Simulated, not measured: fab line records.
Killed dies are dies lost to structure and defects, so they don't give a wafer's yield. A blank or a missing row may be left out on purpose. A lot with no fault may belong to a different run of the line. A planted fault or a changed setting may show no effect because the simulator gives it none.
The tool behind it: which one? ; flow gf180mcu ; 42 wafers from 14 lots sampled at 3 of the route's 602 steps

WHAT THE GAUGES SHOWED, per wafer
GF_V5_RS_MEAS_24: a four-point-probe measurement. Usual: V5_W_RS gives 0.330 ohm/sq (standard deviation 0.0033).
lot;measured;on;V5_W_RS (ohm/sq);flag
L669;day 27 11:28;film metro-03;0.330 0.326 0.327;
L670;day 27 12:25;film metro-03;0.331 0.332 0.324;
L671;day 27 20:53;film metro-02;0.326 0.330 0.327;
L672;day 28 13:19;film metro-04;0.331 0.328 0.335;
L673;day 28 15:53;film metro-03;0.328 0.330 0.332;
L676;day 29 09:09;film metro-03;0.333 0.329 0.333;
L677;day 29 14:25;film metro-04;0.328 0.331 0.339;
L678;day 30 03:02;film metro-02;0.330 0.331 0.328;
L679;day 30 12:23;film metro-03;0.327 0.325 0.324;
L680;day 30 20:17;film metro-04;0.333 0.335 0.330;
L681;day 30 20:38;film metro-03;0.328 0.330 0.333;
L685;day 31 22:11;film metro-02;0.334 0.337 0.332;
L686;day 31 23:23;film metro-02;0.328 0.330 0.330;
L690;day 33 06:53;film metro-03;0.330 0.333 0.329;

GF_TOP_METAL_OVL_MEAS_15. Usual: TOP_METAL_OVL gives -0.2 nm (standard deviation 1.1).
lot;measured;on;TOP_METAL_OVL (nm);flag
L669;day 28 07:49;overlay-02;-0.3 -0.5 -0.6;
L670;day 28 08:46;overlay-02;-0.4 1.2 -1.2;
L671;day 28 17:27;overlay-01;0.0 0.0 0.7;
L672;day 29 09:16;overlay-02;-0.4 -1.7 -3.0;
L673;day 29 11:43;overlay-02;2.9 -0.3 1.4;
L676;day 30 04:09;overlay-01;-0.6 0.6 0.1;
L677;day 30 10:00;overlay-02;-1.9 -0.4 -1.6;
L678;day 30 21:24;overlay-01;-0.7 0.8 -1.0;
L679;day 31 06:39;overlay-02;-0.3 2.3 0.1;
L680;day 31 14:31;overlay-02;-1.1 -1.6 -0.9;
L681;day 31 15:06;overlay-01;-0.7 -2.5 -0.3;
L685;day 32 15:04;overlay-02;-2.3 1.1 0.1;
L686;day 32 16:25;overlay-02;0.7 -1.4 0.4;
L690;day 33 22:55;overlay-01;-0.5 0.3 -1.0;

WHAT TOOL EACH LOT RAN ON (gives the tool, then ch and the chambers of the sampled wafers, and finally the start)
lot;GF_DUAL_GATE_CLEAN_01
L669;wet bench-02 ch 1, day 7 15:06
L670;wet bench-04 ch 1, day 7 20:52
L671;wet bench-01 ch 0, day 8 03:59
L672;wet bench-02 ch 0, day 8 11:06
L673;wet bench-02 ch 2, day 8 15:23
L676;wet bench-04 ch 1, day 9 11:34
L677;wet bench-02 ch 1, day 9 17:11
L678;wet bench-04 ch 3, day 10 00:55
L679;wet bench-02 ch 2, day 10 09:56
L680;wet bench-04 ch 3, day 10 15:24
L681;wet bench-02 ch 1, day 10 21:31
L685;wet bench-02 ch 1, day 12 00:26
L686;wet bench-02 ch 1, day 12 06:04
L690;wet bench-04 ch 1, day 13 13:10
- GF_DUAL_GATE_CLEAN_01: cleans in dHF, time 20 s.

WHAT THE TOOLS THEMSELVES READ (means of the sampled wafers that have a number; where no wafer has one, the mark that the record gives instead)
The record holds no such reading with a usual standard deviation.

THE ANSWER, worked out from the rows above alone
Rule: a lot is off if the mean of its wafers that have a number lies more than 3 standard deviations from the usual mean. Also off: a lot with no number at a reading for which 4 or more lots have one. Any other lot the step has rows for is counted as sound. Order of review: gauges by route order, followed by the tools' own readings, for which a lot's mean as printed above is used. At the first step where some lot is off, the reading lying furthest off is the one used; lots without a number count as furthest.
No lot is off on any of the readings shown, so nothing can be concluded from this.

WHAT THE SIMULATOR HAD INSERTED
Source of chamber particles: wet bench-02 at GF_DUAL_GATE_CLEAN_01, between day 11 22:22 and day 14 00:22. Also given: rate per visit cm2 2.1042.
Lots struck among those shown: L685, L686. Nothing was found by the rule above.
